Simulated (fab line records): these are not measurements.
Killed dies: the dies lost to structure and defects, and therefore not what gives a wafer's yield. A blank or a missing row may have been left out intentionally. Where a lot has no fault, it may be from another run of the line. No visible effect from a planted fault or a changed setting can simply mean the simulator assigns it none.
The tool behind it: which one? :: flow gf180mcu :: 14 lots with 42 wafers sampled at 5 steps, on a route of 602 steps

## WHAT EACH GAUGE READ, for each wafer
GF_M5_CD_MEAS_07: the cd target is 280 nm.
lot: L724
measured: day 26 03:41
on: cd-sem-02
cd-nm (nm): 280.1 281.5 281.9

lot: L726
measured: day 26 22:31
on: cd-sem-01
cd-nm (nm): 280.3 280.5 280.0

lot: L727
measured: day 27 12:46
on: cd-sem-02
cd-nm (nm): 281.1 280.7 280.3

lot: L730
measured: day 28 06:05
on: cd-sem-01
cd-nm (nm): 281.3 282.1 282.1

lot: L731
measured: day 28 13:23
on: cd-sem-01
cd-nm (nm): 281.1 280.3 280.5

lot: L732
measured: day 28 23:46
on: cd-sem-02
cd-nm (nm): 277.6 277.3 277.9

lot: L733
measured: day 29 07:10
on: cd-sem-01
cd-nm (nm): 280.6 281.0 281.1

lot: L735
measured: day 30 01:52
on: cd-sem-01
cd-nm (nm): 279.0 280.0 278.1

lot: L736
measured: day 30 09:16
on: cd-sem-01
cd-nm (nm): 280.0 279.0 278.8

lot: L737
measured: day 30 10:16
on: cd-sem-01
cd-nm (nm): 282.2 279.8 282.3

lot: L740
measured: day 31 06:30
on: cd-sem-01
cd-nm (nm): 281.3 281.8 281.3

lot: L744
measured: day 32 06:29
on: cd-sem-01
cd-nm (nm): 279.3 279.4 279.5

lot: L746
measured: day 32 15:31
on: cd-sem-01
cd-nm (nm): 281.0 279.9 280.2

lot: L747
measured: day 32 17:32
on: cd-sem-01
cd-nm (nm): 279.6 279.5 279.7

GF_M5_OVL_MEAS_08.
lot: L724
measured: day 26 03:46
on: overlay-01
M5_OVL (nm): -8 -6 2

lot: L726
measured: day 26 22:38
on: overlay-01
M5_OVL (nm): 0 -4 -1

lot: L727
measured: day 27 12:53
on: overlay-02
M5_OVL (nm): -7 -10 -10

lot: L730
measured: day 28 06:11
on: overlay-02
M5_OVL (nm): 5 3 2

lot: L731
measured: day 28 13:29
on: overlay-01
M5_OVL (nm): -6 -4 1

lot: L732
measured: day 28 23:53
on: overlay-01
M5_OVL (nm): -2 8 -3

lot: L733
measured: day 29 07:17
on: overlay-01
M5_OVL (nm): 1 0 -1

lot: L735
measured: day 30 01:59
on: overlay-02
M5_OVL (nm): 4 -1 0

lot: L736
measured: day 30 09:23
on: overlay-02
M5_OVL (nm): 5 9 3

lot: L737
measured: day 30 10:23
on: overlay-02
M5_OVL (nm): -2 3 1

lot: L740
measured: day 31 06:37
on: overlay-02
M5_OVL (nm): 4 9 12

lot: L744
measured: day 32 06:36
on: overlay-02
M5_OVL (nm): 1 1 -3

lot: L746
measured: day 32 15:35
on: overlay-02
M5_OVL (nm): 8 -7 5

lot: L747
measured: day 32 17:39
on: overlay-02
M5_OVL (nm): 3 0 1

GF_V5_THK_MEAS_03.
lot: L724
measured: day 26 04:44
on: film-metro-04
V5_CVD_02_THK (nm): 1459 1458 1464

lot: L726
measured: day 26 23:37
on: film-metro-04
V5_CVD_02_THK (nm): 1449 1483 1475

lot: L727
measured: day 27 13:50
on: film-metro-02
V5_CVD_02_THK (nm): 1443 1449 1457

lot: L730
measured: day 28 07:20
on: film-metro-04
V5_CVD_02_THK (nm): 1442 1463 1473

lot: L731
measured: day 28 14:25
on: film-metro-02
V5_CVD_02_THK (nm): 1453 1466 1482

lot: L732
measured: day 29 00:57
on: film-metro-04
V5_CVD_02_THK (nm): 1443 1417 1461

lot: L733
measured: day 29 08:21
on: film-metro-02
V5_CVD_02_THK (nm): 1438 1455 1480

lot: L735
measured: day 30 02:58
on: film-metro-03
V5_CVD_02_THK (nm): 1462 1475 1505

lot: L736
measured: day 30 10:19
on: film-metro-02
V5_CVD_02_THK (nm): 1452 1420 1449

lot: L737
measured: day 30 11:19
on: film-metro-02
V5_CVD_02_THK (nm): 1420 1427 1462

lot: L740
measured: day 31 07:35
on: film-metro-04
V5_CVD_02_THK (nm): 942 1453 950

lot: L744
measured: day 32 07:32
on: film-metro-04
V5_CVD_02_THK (nm): 1451 1440 966

lot: L746
measured: day 32 16:33
on: film-metro-04
V5_CVD_02_THK (nm): 1463 1484 1460

lot: L747
measured: day 32 18:35
on: film-metro-04
V5_CVD_02_THK (nm): 1466 1445 1500

GF_V5_OVL_MEAS_15.
lot: L724
measured: day 27 01:49
on: overlay-02
V5_OVL (nm): -6 -3 -5

lot: L726
measured: day 27 20:46
on: overlay-01
V5_OVL (nm): -10 3 -1

lot: L727
measured: day 28 09:38
on: overlay-02
V5_OVL (nm): 2 4 -3

lot: L730
measured: day 29 02:44
on: overlay-01
V5_OVL (nm): -2 -1 -3

lot: L731
measured: day 29 09:56
on: overlay-02
V5_OVL (nm): 2 -1 4

lot: L732
measured: day 29 19:35
on: overlay-01
V5_OVL (nm): 0 -9 -2

lot: L733
measured: day 30 03:05
on: overlay-02
V5_OVL (nm): 1 -5 -13

lot: L735
measured: day 30 21:53
on: overlay-02
V5_OVL (nm): -5 -5 8

lot: L736
measured: day 31 04:35
on: overlay-01
V5_OVL (nm): -11 -6 -3

lot: L737
measured: day 31 06:04
on: overlay-01
V5_OVL (nm): -5 -9 -8

lot: L740
measured: day 32 01:14
on: overlay-02
V5_OVL (nm): 4 5 4

lot: L744
measured: day 33 00:30
on: overlay-01
V5_OVL (nm): -1 -9 -1

lot: L746
measured: day 33 08:58
on: overlay-02
V5_OVL (nm): -3 1 5

lot: L747
measured: day 33 10:48
on: overlay-01
V5_OVL (nm): -10 -4 -10

## WHAT TOOL EACH LOT RAN ON (gives the tool, then ch and the chambers of the sampled wafers, and finally the start)
lot: L724
GF_V5_CVD_02: pecvd-01 ch 0,1,2, day 26 04:39

lot: L726
GF_V5_CVD_02: pecvd-01 ch 0,1, day 26 23:31

lot: L727
GF_V5_CVD_02: pecvd-03 ch 1,2, day 27 13:44

lot: L730
GF_V5_CVD_02: pecvd-01 ch 1,2, day 28 07:13

lot: L731
GF_V5_CVD_02: pecvd-04 ch 0,1, day 28 14:18

lot: L732
GF_V5_CVD_02: pecvd-03 ch 0,1,2, day 29 00:50

lot: L733
GF_V5_CVD_02: pecvd-04 ch 1,2, day 29 08:15

lot: L735
GF_V5_CVD_02: pecvd-01 ch 1,2, day 30 02:51

lot: L736
GF_V5_CVD_02: pecvd-04 ch 0,2, day 30 10:12

lot: L737
GF_V5_CVD_02: pecvd-03 ch 0,1,2, day 30 11:13

lot: L740
GF_V5_CVD_02: pecvd-01 ch 0,1,2, day 31 07:29

lot: L744
GF_V5_CVD_02: pecvd-01 ch 1,2, day 32 07:25

lot: L746
GF_V5_CVD_02: pecvd-03 ch 0,1,2, day 32 16:28

lot: L747
GF_V5_CVD_02: pecvd-04 ch 0,1, day 32 18:28
- GF_V5_CVD_02: deposits SiO2 from TEOS, target thk 1450 nm, time 163.28 s.

## WHAT THE TOOLS THEMSELVES READ (means of the sampled wafers that have a number; where no wafer has one, the mark that the record gives instead)
GF_V5_CVD_02.
lot: L724
tool: pecvd-01
heater-power-outer-w (W): 326
heater-power-w (W): 541
susceptor-temp-C (C): 399.81

lot: L726
tool: pecvd-01
heater-power-outer-w (W): 381
heater-power-w (W): 624
susceptor-temp-C (C): 399.92

lot: L727
tool: pecvd-03
heater-power-outer-w (W): 321
heater-power-w (W): 560
susceptor-temp-C (C): 399.88

lot: L730
tool: pecvd-01
heater-power-outer-w (W): 315
heater-power-w (W): 531
susceptor-temp-C (C): 400.06

lot: L731
tool: pecvd-04
heater-power-outer-w (W): 375
heater-power-w (W): 659
susceptor-temp-C (C): 399.78

lot: L732
tool: pecvd-03
heater-power-outer-w (W): 335
heater-power-w (W): 582
susceptor-temp-C (C): 399.97

lot: L733
tool: pecvd-04
heater-power-outer-w (W): 375
heater-power-w (W): 616
susceptor-temp-C (C): 400.00

lot: L735
tool: pecvd-01
heater-power-outer-w (W): 296
heater-power-w (W): 516
susceptor-temp-C (C): 399.91

lot: L736
tool: pecvd-04
heater-power-outer-w (W): 400
heater-power-w (W): 643
susceptor-temp-C (C): 400.09

lot: L737
tool: pecvd-03
heater-power-outer-w (W): 332
heater-power-w (W): 576
susceptor-temp-C (C): 400.14

lot: L740
tool: pecvd-01
heater-power-outer-w (W): 341
heater-power-w (W): 579
susceptor-temp-C (C): 399.92

lot: L744
tool: pecvd-01
heater-power-outer-w (W): 332
heater-power-w (W): 565
susceptor-temp-C (C): 399.88

lot: L746
tool: pecvd-03
heater-power-outer-w (W): 273
heater-power-w (W): 495
susceptor-temp-C (C): 399.93

lot: L747
tool: pecvd-04
heater-power-outer-w (W): 381
heater-power-w (W): 663
susceptor-temp-C (C): 400.08

## THE ANSWER, worked out from the rows above alone
Rule: what is usual is taken from the lots themselves. The widest of any qualifying gaps counts: lots, ordered by their means at a reading, are off when they make up no more than a third of the lots, leave a main group of 4 or more, and stand apart from it by 3 or more times the standard deviation of that group's means. The tables above print the reading to a certain number of digits; a main group whose means all agree to those digits is not used. A lot without any number at a reading at which 4 lots or more have one is off too. Where the step has rows for the other lots, those lots are counted as sound. First the gauges in route order, then the tools' own readings, where a lot's mean is used as printed above. At the first step where some lot is off, the reading lying furthest off is the one used; lots without a number count as furthest.
Off: L740, L744, at GF_V5_THK_MEAS_03 (V5_CVD_02_THK). The main group: mean 1458 nm, standard deviation 13.
A tool fits if, at a process step before that reading, it ran every lot that is off, and no sound lot after the first of them. The gauges at GF_V5_THK_MEAS_03 are tried like those tools. One fits: GF_V5_CVD_02 on pecvd-01. Its last sound lot is L735 (day 30 02:51), its first lot that is off L740 (day 31 07:29): a fault that began between those two fits.

## WHAT THE SIMULATOR HAD INSERTED
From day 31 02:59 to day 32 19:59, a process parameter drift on pecvd-01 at GF_V5_CVD_02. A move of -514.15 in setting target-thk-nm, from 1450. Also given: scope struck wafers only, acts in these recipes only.
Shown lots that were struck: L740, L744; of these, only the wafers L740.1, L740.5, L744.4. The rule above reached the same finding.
